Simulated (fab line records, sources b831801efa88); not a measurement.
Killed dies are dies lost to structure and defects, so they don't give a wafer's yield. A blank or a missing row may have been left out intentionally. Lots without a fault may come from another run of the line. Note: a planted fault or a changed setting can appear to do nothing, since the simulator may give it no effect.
Comparing a struck lot with a sound one ; flow sky130 ; 14 out of 708 route steps
Sound: wafers L643.2, L643.4, L643.6. Struck: wafers L655.1, L655.2, L655.4. The cause comes at the end.
At each step with rows: each side's tool, then ch and its chambers, then its first start. Under that, the readings that differ: sound wafers ; struck wafers ; difference of the means ; sigmas: that difference in standard deviations of wafers without a fault.
alike: same words and numbers on both sides, and readings whose means sit less than 2 such deviations apart. not compared: any withheld reading, any reading some wafer has no value for, any bound like >300 that may hide the same value, and any number with overlapping values for which the record gives no deviation.
A row with sigmas, a row that says differs or no value, or rows on one side alone: a step with any of these is where the two part. When numbers do not overlap yet have no deviation, they are printed without sigmas and do not part them. A reading that every wafer of one side lacks parts them only if that side has two wafers or more.

SKY_METAL3_SPUTTER_02: material AlCu, target thk 735 nm, time 37.31 s.
  sound on pvdSputter-04 at day 37 03:16; struck on pvdSputter-02 at day 40 16:43
  alike: throttleValvePct
SKY_METAL3_SPUTTER_03: material Ti, target thk 5 nm, time 3.3 s.
  sound on pvdSputter-04 at day 37 03:19; struck on pvdSputter-02 at day 40 16:45
  alike: throttleValvePct
SKY_METAL3_SPUTTER_04: material TiN, target thk 70 nm, time 58.3 s.
  sound on pvdSputter-04 at day 37 03:20; struck on pvdSputter-02 at day 40 16:46
  alike: throttleValvePct
SKY_CAPM_CVD_00: deposits SiO2, target thk 15.5 nm.
  sound on pecvd-02 ch 0,1, day 37 03:23; struck on pecvd-04 ch 0,2, day 40 16:49
  alike: heaterPowerW
SKY_CAPM_THK_MEAS_01:
  sound on filmMetro-01 at day 37 03:25; struck on filmMetro-02 at day 40 16:50
  alike: CAPM_CVD_00_THK
SKY_CAPM_SPUTTER_02: material TiN, target thk 200 nm, time 166.7 s.
  sound on pvdSputter-03 at day 37 03:28; struck on pvdSputter-03 at day 40 16:54
  alike: throttleValvePct
SKY_CAPM_RS_MEAS_03: the measuring method here is four-point-probe.
  sound on filmMetro-04 at day 37 03:35; struck on filmMetro-01 at day 40 17:01
reading;sound;struck;difference;sigmas
CAPM_TIN_RS (ohm/sq);6.86 6.89 6.83;6.98 7.05 7.09;+0.18;+3
SKY_CAPM_THK_MEAS_04: measures by xrf.
  sound on filmMetro-04 at day 37 03:42; struck on filmMetro-01 at day 40 17:08
reading;sound;struck;difference;sigmas
CAPM_TIN_THK (nm);203.7 203.1 204.5;200.0 197.7 197.2;-5.5;-3
then, 4 steps without rows for these wafers: SKY_CAPM_DEHYDRATE_05 (time 60 s); SKY_CAPM_HMDS_06 (prime time 60 s); SKY_CAPM_COAT_07 (resist thk 1140 nm); SKY_CAPM_SOFTBAKE_08 (time 60 s).
SKY_CAPM_EXPOSE_09: exposes mask CAPM, target cd 1000 nm.
  struck on ilineStepper-01, day 41 05:01; sound on ilineStepper-01 ch 0, day 37 17:59
  no value came back on the struck wafers for exposureDoseMJCm2, focusOffsetNm (nm); on the sound wafers exposureDoseMJCm2 reads 159.17 158.99 159.11
  alike: mask
after that, 1 step had no rows for these wafers: SKY_CAPM_PEB_10.

== WHERE THEY PART ==
Earliest at SKY_CAPM_RS_MEAS_03; latest, in this record, at SKY_CAPM_EXPOSE_09.

WHY: what had been put in by the simulator
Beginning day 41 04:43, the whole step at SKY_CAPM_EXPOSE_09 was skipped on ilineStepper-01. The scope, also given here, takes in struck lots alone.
